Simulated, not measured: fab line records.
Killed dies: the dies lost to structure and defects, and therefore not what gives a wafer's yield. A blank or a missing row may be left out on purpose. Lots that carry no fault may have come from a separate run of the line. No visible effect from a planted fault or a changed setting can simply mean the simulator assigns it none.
fab line records | flow sky130
record lots=12 | wafers=36 | lastDay=50
route steps=708 shown METAL1@439 VIA1@461 PAD_OPEN@708
lots that met no fault: from a run of the same line without faults
startH: hours from the record's opening day to when the first of the lot's shown wafers began | waitH: hours since the lot's step before | " as in the row above | L1.1+2: several wafers, shown together as one row | - either no value or no given start | * or withheld: withheld | < > ~ a bound
route shown NAME@n: a module of which the file shows steps, and the number in the route of the first | usual: mean/standard deviation of fault-free wafers | same: alike in all rows | chamber/n: place in a boat | sites: per-site readings | _std_site: standard deviation across them | _edge_site: inner sites' mean taken away from outer sites' mean | radiusMm: for every site, how far away it sits from the centre of the wafer | mask NAME#n: copy n | behind: the last tool/chamber to shape the wafer | hold: cause of the lot's hold/its duration in hours/its outcome | device: the n, p or np transistor that did not switch | end of line: the route-end tests of the same wafers | a step without rows: its recipe alone | killed: count of dies lost to structure and defects at first sort (not the wafer's yield) | map: per-die view of a wafer (x killed, . not killed, _ where there is no die)
set.NAME: the setting the step ran with; set.NAME@STEP: the setting that earlier step ran with | model.NAME: the simulator's own value behind a step, which no gauge read
steps of the route over a sample of lots; a table a step, a row a wafer
services: when a tool's chamber went out of use (startH, in hours from the record's first day, below 0 if earlier), for how many hours, and the reason
## steps
# step SKY_METAL1_RS_MEAS_05
# recipe thkMeasGauge=four-point-probe | reads=TiN_of_METAL1_SPUTTER_04+Ti_of_METAL1_SPUTTER_03+AlCu_of_METAL1_SPUTTER_02+TiN_of_METAL1_SPUTTER_01+Ti_of_METAL1_SPUTTER_00
# usual METAL1_ALCU_RS=0.1269/0.0017
lot.wafer | tool         | chamber | startH | waitH | METAL1_ALCU_RS[ohm/sq]
L155.2    | filmMetro-04 | -       | 743.33 | 0.0   | 0.1269
L155.3    | "            | -       | "      | "     | 0.1267
L155.4    | "            | -       | "      | "     | 0.1298
L156.1    | filmMetro-04 | -       | 745.54 | 0.0   | 0.1303
L156.5    | "            | -       | "      | "     | 0.1311
L156.6    | "            | -       | "      | "     | 0.1272
L159.1    | filmMetro-01 | -       | 769.78 | 0.0   | 0.1261
L159.3    | "            | -       | "      | "     | 0.1264
L159.4    | "            | -       | "      | "     | 0.1258
L161.3    | filmMetro-01 | -       | 796.50 | 0.1   | 0.1300
L161.5    | "            | -       | "      | "     | 0.1281
L161.6    | "            | -       | "      | "     | 0.1279
L163.3    | filmMetro-01 | -       | 797.93 | 0.1   | 0.1266
L163.5    | "            | -       | "      | "     | 0.1264
L163.6    | "            | -       | "      | "     | 0.1270
L164.3    | filmMetro-02 | -       | 813.66 | 0.1   | 0.1253
L164.4    | "            | -       | "      | "     | 0.1269
L164.6    | "            | -       | "      | "     | 0.1246
L166.2    | filmMetro-04 | -       | 820.10 | 0.0   | 0.1281
L166.3    | "            | -       | "      | "     | 0.1277
L166.4    | "            | -       | "      | "     | 0.1268
L168.1    | filmMetro-01 | -       | 843.14 | 0.0   | 0.1239
L168.3    | "            | -       | "      | "     | 0.1256
L168.6    | "            | -       | "      | "     | 0.1244
L169.3    | filmMetro-01 | -       | 843.88 | 0.1   | 0.1249
L169.5    | "            | -       | "      | "     | 0.1286
L169.6    | "            | -       | "      | "     | 0.1267
L172.1    | filmMetro-02 | -       | 866.96 | 0.0   | 0.1272
L172.3    | "            | -       | "      | "     | 0.1306
L172.6    | "            | -       | "      | "     | 0.1304
L174.1    | filmMetro-04 | -       | 892.97 | 0.0   | 0.1277
L174.5    | "            | -       | "      | "     | 0.1266
L174.6    | "            | -       | "      | "     | 0.1241
L175.2    | filmMetro-02 | -       | 893.31 | 0.0   | 0.1264
L175.5    | "            | -       | "      | "     | 0.1255
L175.6    | "            | -       | "      | "     | 0.1259
# step SKY_VIA1_BOW_MEAS_03
# recipe mode=bow
# usual VIA1_BOW=80/7.2
lot.wafer | tool         | chamber | startH | waitH | VIA1_BOW[um]
L155.2    | filmMetro-03 | -       | 771.52 | 0.2   | 80
L155.3    | "            | -       | "      | "     | 79
L155.4    | "            | -       | "      | "     | 94
L156.1    | filmMetro-03 | -       | 773.85 | 0.2   | 88
L156.5    | "            | -       | "      | "     | 90
L156.6    | "            | -       | "      | "     | 73
L159.1    | filmMetro-03 | -       | 797.78 | 0.1   | 62
L159.3    | "            | -       | "      | "     | 76
L159.4    | "            | -       | "      | "     | 77
L161.3    | filmMetro-04 | -       | 823.59 | 0.2   | 85
L161.5    | "            | -       | "      | "     | 88
L161.6    | "            | -       | "      | "     | 80
L163.3    | filmMetro-03 | -       | 826.36 | 0.2   | 78
L163.5    | "            | -       | "      | "     | 82
L163.6    | "            | -       | "      | "     | 92
L164.3    | filmMetro-03 | -       | 841.57 | 0.1   | 83
L164.4    | "            | -       | "      | "     | 70
L164.6    | "            | -       | "      | "     | 69
L166.2    | filmMetro-03 | -       | 848.01 | 0.1   | 93
L166.3    | "            | -       | "      | "     | 82
L166.4    | "            | -       | "      | "     | 79
L168.1    | filmMetro-04 | -       | 871.00 | 0.2   | 67
L168.3    | "            | -       | "      | "     | 86
L168.6    | "            | -       | "      | "     | 64
L169.3    | filmMetro-04 | -       | 872.00 | 0.2   | 86
L169.5    | "            | -       | "      | "     | 85
L169.6    | "            | -       | "      | "     | 77
L172.1    | filmMetro-03 | -       | 895.33 | 0.2   | 78
L172.3    | "            | -       | "      | "     | 73
L172.6    | "            | -       | "      | "     | 59
L174.1    | filmMetro-04 | -       | 920.17 | 0.1   | 77
L174.5    | "            | -       | "      | "     | 75
L174.6    | "            | -       | "      | "     | 74
L175.2    | filmMetro-04 | -       | 920.82 | 0.3   | 81
L175.5    | "            | -       | "      | "     | 77
L175.6    | "            | -       | "      | "     | 78
# step SKY_VIA1_ETCH_14
# recipe chemistry=N2/H2 | target=BARC | ionEnergyEv=200 | sourceW=500 | biasW=100 | pressureMtorr=30 | n2FlowSccm=100 | h2FlowSccm=200 | stopOn=SiO2 | timeS=45.9 | targetDepthA=600
# usual drypumpMotorCurrentA=5.8/0.49 | oesProductAu=0.855/0.005 | runLengthS=74.2/0.4 | throttleValvePct=13.224/0.0087
lot.wafer | tool       | chamber | startH | waitH | drypumpMotorCurrentA | oesProductAu | rfHoursCounterH | runLengthS | throttleValvePct
L155.2    | rieDiel-01 | 3       | 798.69 | 0.0   | 5.3                  | 0.853        | 5               | 74.0       | 13.217
L155.3    | "          | 1       | "      | "     | 5.6                  | 0.850        | 23              | 74.6       | 13.222
L155.4    | "          | 2       | "      | "     | 5.8                  | 0.859        | 17              | 73.6       | 13.235
L156.1    | rieDiel-03 | 0       | 801.44 | 0.0   | 6.5                  | 0.853        | 11              | 74.8       | 13.226
L156.5    | "          | 2       | "      | "     | 5.5                  | 0.851        | -               | 73.7       | 13.227
L156.6    | "          | 1       | "      | "     | 5.6                  | 0.851        | -               | 74.4       | 13.229
L159.1    | rieDiel-01 | 0       | 824.72 | 0.0   | 5.5                  | 0.846        | 15              | 74.1       | 13.224
L159.3    | "          | 1       | "      | "     | 5.6                  | 0.857        | 23              | 73.9       | 13.230
L159.4    | "          | 3       | "      | "     | 5.2                  | 0.858        | 6               | 73.5       | 13.214
L161.3    | rieDiel-01 | 2       | 849.59 | 0.0   | 5.9                  | 0.855        | 19              | 73.7       | 13.215
L161.5    | "          | 3       | "      | "     | 5.2                  | 0.857        | -               | 73.8       | 13.213
L161.6    | "          | 2       | "      | "     | 5.8                  | 0.856        | -               | 74.2       | 13.233
L163.3    | rieDiel-01 | 0       | 852.49 | 0.0   | 5.4                  | 0.859        | 16              | 74.5       | 13.219
L163.5    | "          | 0       | "      | "     | 5.5                  | 0.848        | -               | 74.1       | 13.226
L163.6    | "          | 1       | "      | "     | 5.7                  | 0.862        | -               | 73.9       | 13.222
L164.3    | rieDiel-03 | 2       | 867.99 | 0.0   | 5.6                  | 0.855        | 18              | 73.7       | 13.218
L164.4    | "          | 0       | "      | "     | 6.6                  | 0.841        | 12              | 74.6       | 13.221
L164.6    | "          | 2       | "      | "     | 5.6                  | 0.854        | -               | 74.1       | 13.227
L166.2    | rieDiel-01 | 3       | 874.69 | 0.0   | 5.3                  | 0.856        | 8               | 73.6       | 13.244
L166.3    | "          | 0       | "      | "     | 5.5                  | 0.846        | 17              | 74.3       | 13.216
L166.4    | "          | 1       | "      | "     | 5.6                  | 0.856        | 25              | 74.0       | 13.222
L168.1    | rieDiel-01 | 1       | 896.54 | 0.0   | 5.6                  | 0.852        | 26              | 74.3       | 13.241
L168.3    | "          | 2       | "      | "     | 5.9                  | 0.853        | 21              | 73.6       | 13.233
L168.6    | "          | 1       | "      | "     | 5.7                  | 0.851        | -               | 74.4       | 13.236
L169.3    | rieDiel-02 | 3       | 898.47 | 0.0   | 4.9                  | 0.858        | 10              | 73.4       | 13.231
L169.5    | "          | 0       | "      | "     | 5.9                  | 0.847        | -               | 74.0       | 13.236
L169.6    | "          | 1       | "      | "     | 6.2                  | 0.853        | -               | 74.2       | 13.216
L172.1    | rieDiel-03 | 2       | 920.69 | 0.0   | 5.6                  | 0.917        | 20              | 70.6       | 13.230
L172.3    | "          | 0       | "      | "     | 6.6                  | 0.915        | 14              | 71.1       | 13.227
L172.6    | "          | 0       | "      | "     | 6.5                  | 0.919        | -               | 71.1       | 13.237
L174.1    | rieDiel-03 | 2       | 945.04 | 0.0   | 5.6                  | 0.919        | 21              | 70.4       | 13.232
L174.5    | "          | 3       | "      | "     | 6.6                  | 0.920        | -               | 71.2       | 13.227
L174.6    | "          | 2       | "      | "     | 5.5                  | 0.918        | -               | 70.3       | 13.224
L175.2    | rieDiel-03 | 3       | 945.67 | 0.0   | 6.6                  | 0.911        | 5               | 71.4       | 13.252
L175.5    | "          | 2       | "      | "     | 5.6                  | 0.912        | -               | 70.4       | 13.225
L175.6    | "          | 3       | "      | "     | 6.6                  | 0.918        | -               | 70.9       | 13.242
# step SKY_VIA1_THK_MEAS_23
# recipe thkMeasGauge=xrf | reads=W_of_VIA1_CVD_21
# usual VIA1_W_THK=277/3.9
lot.wafer | tool         | chamber | startH | waitH | VIA1_W_THK[nm]
L155.2    | filmMetro-02 | -       | 799.65 | 0.1   | 271
L155.3    | "            | -       | "      | "     | 270
L155.4    | "            | -       | "      | "     | 275
L156.1    | filmMetro-02 | -       | 802.39 | 0.1   | 274
L156.5    | "            | -       | "      | "     | 275
L156.6    | "            | -       | "      | "     | 279
L159.1    | filmMetro-04 | -       | 825.73 | 0.1   | 281
L159.3    | "            | -       | "      | "     | 280
L159.4    | "            | -       | "      | "     | 285
L161.3    | filmMetro-03 | -       | 850.56 | 0.1   | 279
L161.5    | "            | -       | "      | "     | 277
L161.6    | "            | -       | "      | "     | 279
L163.3    | filmMetro-03 | -       | 853.46 | 0.1   | 275
L163.5    | "            | -       | "      | "     | 272
L163.6    | "            | -       | "      | "     | 278
L164.3    | filmMetro-04 | -       | 868.96 | 0.1   | 274
L164.4    | "            | -       | "      | "     | 282
L164.6    | "            | -       | "      | "     | 277
L166.2    | filmMetro-02 | -       | 875.65 | 0.1   | 276
L166.3    | "            | -       | "      | "     | 272
L166.4    | "            | -       | "      | "     | 272
L168.1    | filmMetro-04 | -       | 897.50 | 0.1   | 286
L168.3    | "            | -       | "      | "     | 283
L168.6    | "            | -       | "      | "     | 281
L169.3    | filmMetro-02 | -       | 899.49 | 0.1   | 277
L169.5    | "            | -       | "      | "     | 282
L169.6    | "            | -       | "      | "     | 272
L172.1    | filmMetro-02 | -       | 921.64 | 0.1   | 275
L172.3    | "            | -       | "      | "     | 279
L172.6    | "            | -       | "      | "     | 278
L174.1    | filmMetro-02 | -       | 945.99 | 0.1   | 281
L174.5    | "            | -       | "      | "     | 283
L174.6    | "            | -       | "      | "     | 282
L175.2    | filmMetro-02 | -       | 946.64 | 0.1   | 281
L175.5    | "            | -       | "      | "     | 277
L175.6    | "            | -       | "      | "     | 285
# step SKY_PAD_OPEN_PROBE_99
# usual defectLimitedYield=82.2/1.9 | killed_at_M0_to_M3=43/6.3 | killed_at_M4_up=3.3/1.7 | killedAtContacts=24/5.4 | killedAtFrontEnd=16/4.6 | killedAtOther=0.4/0.7 | killedDies=87/9.4 | killedOpen=47/6.9 | killedShort=39/6.1 | sort_bin_3_pad_short=0.9/0.45 | sort_bin_5_function=10.6/1.5 | sort_bin_6_memory=6.3/1.2 | sortNPass=405/9.4 | sortYieldPct=82.2/1.9
# same grossDies=492 | killedAtBackSide=0 | sort_bin_4_leakage[%]=0 | sort_bin_8_speed[%]=0
lot.wafer | tool      | chamber | startH  | waitH | defectLimitedYield[%] | killed_at_M0_to_M3 | killed_at_M4_up | killedAtContacts | killedAtFrontEnd | killedAtOther | killedDies | killedOpen | killedShort | sort_bin_3_pad_short[%] | sort_bin_5_function[%] | sort_bin_6_memory[%] | sortNPass | sortYieldPct[%]
L156.1    | prober-02 | -       | 1086.20 | 0.1   | 80.9                  | 47                 | 3               | 24               | 20               | 0             | 94         | 48         | 46          | 1.0                     | 10.8                   | 7.3                  | 398       | 80.9
L156.5    | prober-02 | -       | 1086.40 | 0.2   | 83.5                  | 42                 | 1               | 20               | 18               | 0             | 81         | 45         | 34          | 0.8                     | 8.7                    | 6.9                  | 411       | 83.5
L156.6    | prober-02 | -       | 1086.45 | 0.2   | 81.1                  | 42                 | 4               | 29               | 17               | 1             | 93         | 44         | 49          | 0.6                     | 11.6                   | 6.7                  | 399       | 81.1
L159.1    | prober-01 | -       | 1102.79 | 0.1   | 82.3                  | 37                 | 5               | 29               | 16               | 0             | 87         | 44         | 43          | 0.4                     | 10.8                   | 6.5                  | 405       | 82.3
L159.3    | prober-01 | -       | 1102.89 | 0.2   | 83.7                  | 38                 | 7               | 19               | 16               | 0             | 80         | 43         | 37          | 1.4                     | 6.9                    | 7.9                  | 412       | 83.7
L159.4    | prober-01 | -       | 1102.94 | 0.2   | 81.7                  | 42                 | 3               | 27               | 17               | 1             | 90         | 56         | 33          | 0.6                     | 11.0                   | 6.7                  | 402       | 81.7
L161.3    | prober-01 | -       | 1119.56 | 0.2   | 82.3                  | 42                 | 3               | 31               | 11               | 0             | 87         | 52         | 35          | 1.2                     | 11.8                   | 4.7                  | 405       | 82.3
L161.5    | prober-01 | -       | 1119.66 | 0.2   | 82.3                  | 48                 | 3               | 21               | 14               | 1             | 87         | 43         | 43          | 0.6                     | 11.4                   | 5.7                  | 405       | 82.3
L161.6    | prober-01 | -       | 1119.71 | 0.2   | 84.3                  | 39                 | 2               | 23               | 13               | 0             | 77         | 41         | 36          | 0.6                     | 9.1                    | 5.9                  | 415       | 84.3
L163.3    | prober-02 | -       | 1124.05 | 0.2   | 81.3                  | 50                 | 4               | 22               | 16               | 0             | 92         | 43         | 48          | 1.2                     | 12.2                   | 5.3                  | 400       | 81.3
L163.5    | prober-02 | -       | 1124.15 | 0.2   | 81.9                  | 46                 | 2               | 22               | 19               | 0             | 89         | 47         | 41          | 0.8                     | 10.2                   | 7.1                  | 403       | 81.9
L163.6    | prober-02 | -       | 1124.20 | 0.2   | 81.5                  | 56                 | 3               | 19               | 13               | 0             | 91         | 47         | 43          | 1.4                     | 9.8                    | 7.3                  | 401       | 81.5
L166.2    | prober-01 | -       | 1138.09 | 0.1   | 85.8                  | 34                 | 3               | 21               | 12               | 0             | 70         | 40         | 30          | 0.8                     | 8.1                    | 5.3                  | 422       | 85.8
L166.3    | prober-01 | -       | 1138.14 | 0.2   | 81.9                  | 52                 | 3               | 21               | 11               | 2             | 89         | 46         | 41          | 0.8                     | 9.8                    | 7.5                  | 403       | 81.9
L166.4    | prober-01 | -       | 1138.19 | 0.2   | 79.5                  | 50                 | 5               | 25               | 19               | 2             | 101        | 55         | 45          | 1.4                     | 11.2                   | 7.9                  | 391       | 79.5
# killed by level:class
L156.1 POLY_GATE:geometricParticle:open=8 LI_CONTACT:geometricParticle:open=7 METAL1:geometricParticle:short=7 VIA1:geometricParticle:short=7 VIA1:geometricParticle:open=6 VIA2:geometricParticle:open=6 VIA3:geometricParticle:open=6 CONTACT:geometricParticle:open=5
L156.5 LI_CONTACT:geometricParticle:open=8 VIA1:geometricParticle:open=7 VIA3:geometricParticle:open=7 METAL1:geometricParticle:short=6 FIELD_ISO:geometricParticle:open=5 SPACER:geometricParticle:open=5 METAL2:geometricParticle:short=5 LOCAL_INTERCONNECT:geometricParticle:short=4
L156.6 CONTACT:geometricParticle:open=9 LOCAL_INTERCONNECT:geometricParticle:short=8 VIA1:geometricParticle:open=7 VIA2:geometricParticle:open=7 POLY_GATE:geometricParticle:short=6 METAL2:geometricParticle:short=6 VIA1:geometricParticle:short=5 METAL3:geometricParticle:short=5
L159.1 CONTACT:geometricParticle:open=12 METAL1:geometricParticle:short=7 VIA1:geometricParticle:open=7 FIELD_ISO:geometricParticle:open=6 LOCAL_INTERCONNECT:geometricParticle:short=5 VIA3:geometricParticle:open=5 FIELD_ISO:geometricParticle:short=4 METAL4:geometricParticle:short=4
L159.3 CONTACT:geometricParticle:open=9 VIA1:geometricParticle:open=8 METAL1:geometricParticle:short=6 VIA3:geometricParticle:open=6 FIELD_ISO:geometricParticle:open=5 FIELD_ISO:geometricParticle:short=5 VIA2:geometricParticle:open=5 METAL4:geometricParticle:short=5
L159.4 CONTACT:geometricParticle:open=10 VIA1:geometricParticle:open=9 LI_CONTACT:geometricParticle:open=8 VIA2:geometricParticle:open=8 VIA3:geometricParticle:open=6 POLY_GATE:geometricParticle:open=5 CONTACT:geometricParticle:short=5 VIA1:geometricParticle:short=5
L161.3 CONTACT:geometricParticle:open=15 VIA1:geometricParticle:open=9 VIA1:geometricParticle:short=7 VIA3:geometricParticle:open=6 LI_CONTACT:geometricParticle:open=6 FIELD_ISO:geometricParticle:open=5 LOCAL_INTERCONNECT:geometricParticle:short=5 METAL2:geometricParticle:short=4
L161.5 VIA3:geometricParticle:open=11 VIA1:geometricParticle:open=9 FIELD_ISO:geometricParticle:open=6 METAL2:geometricParticle:short=6 CONTACT:geometricParticle:short=5 CONTACT:geometricParticle:open=5 METAL3:geometricParticle:short=4 LI_CONTACT:geometricParticle:short=4
L161.6 VIA1:geometricParticle:open=15 CONTACT:geometricParticle:open=9 VIA1:geometricParticle:short=6 CONTACT:geometricParticle:short=6 FIELD_ISO:geometricParticle:open=4 METAL1:geometricParticle:short=4 VIA2:geometricParticle:open=4 POLY_GATE:geometricParticle:short=4
L163.3 VIA1:geometricParticle:open=11 VIA2:geometricParticle:short=8 CONTACT:geometricParticle:open=7 METAL1:geometricParticle:short=7 VIA1:geometricParticle:short=6 VIA2:geometricParticle:open=6 FIELD_ISO:geometricParticle:open=5 CONTACT:geometricParticle:short=5
L163.5 VIA1:geometricParticle:open=14 VIA2:geometricParticle:open=9 CONTACT:geometricParticle:open=9 FIELD_ISO:geometricParticle:short=6 CONTACT:geometricParticle:short=6 METAL1:geometricParticle:short=6 SPACER:geometricParticle:short=4 VIA1:geometricParticle:short=4
L163.6 VIA1:geometricParticle:open=13 VIA2:geometricParticle:open=11 CONTACT:geometricParticle:short=6 VIA3:geometricParticle:open=6 VIA3:geometricParticle:short=6 LOCAL_INTERCONNECT:geometricParticle:short=5 FIELD_ISO:geometricParticle:short=4 LI_CONTACT:geometricParticle:open=4
L166.2 CONTACT:geometricParticle:open=9 LI_CONTACT:geometricParticle:open=7 METAL1:geometricParticle:short=7 VIA1:geometricParticle:open=5 FIELD_ISO:geometricParticle:short=4 METAL1:geometricParticle:open=4 VIA2:geometricParticle:open=4 VIA1:geometricParticle:short=3
L166.3 VIA2:geometricParticle:open=9 METAL1:geometricParticle:short=8 VIA3:geometricParticle:open=8 CONTACT:geometricParticle:open=7 VIA1:geometricParticle:open=7 VIA1:geometricParticle:short=6 CONTACT:geometricParticle:short=5 FIELD_ISO:geometricParticle:short=4
L166.4 CONTACT:geometricParticle:open=10 VIA1:geometricParticle:open=10 VIA1:geometricParticle:short=7 VIA3:geometricParticle:open=7 LI_CONTACT:geometricParticle:open=6 VIA2:geometricParticle:open=6 FIELD_ISO:geometricParticle:short=5 POLY_GATE:geometricParticle:open=5
## services
tool       | chamber | startH | hours | kind
rieDiel-03 | 1       | 777.33 | 9.7   | repair
rieDiel-02 | 1       | 801.60 | -     | clean
rieDiel-02 | 1       | 801.60 | 24.6  | scheduledDown
rieDiel-02 | 1       | 801.60 | 24.6  | ventCycle
rieDiel-02 | 2       | 804.39 | 4.2   | repair
rieDiel-02 | -       | 826.44 | 15.6  | pm
rieDiel-02 | -       | 848.84 | 0.4   | repair
rieDiel-02 | 3       | 864.32 | 3.3   | repair
rieDiel-01 | 3       | 895.26 | 4.2   | repair
rieDiel-02 | -       | 904.30 | 0.5   | repair
rieDiel-01 | -       | 936.06 | 0.4   | repair
rieDiel-02 | 1       | 941.08 | 6.9   | repair
rieDiel-03 | 1       | 945.25 | 7.9   | repair
## key
firstSign step=SKY_VIA1_ETCH_14 | reading=oesProductAu | direction=up | sigmas=12 | usual=0.855 | struck=0.917
effect step=SKY_VIA1_ETCH_14 | reading=runLengthS | direction=down | sigmas=8.3 | usual=* | struck=*
metAt SKY_VIA1_ETCH_14
struckLots L172,L174,L175
notActingAt SKY_METAL1_RS_MEAS_05,SKY_VIA1_BOW_MEAS_03,SKY_VIA1_THK_MEAS_23
onsetBetween 867.99 920.69
fault kind=processParameterDrift | tool=rieDiel-03 | chamber=- | onsetH=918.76 | steps=SKY_VIA1_ETCH_14 | channel=timeS | offset=* | shape=step | endH=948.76 | actsIn=* | stated=*
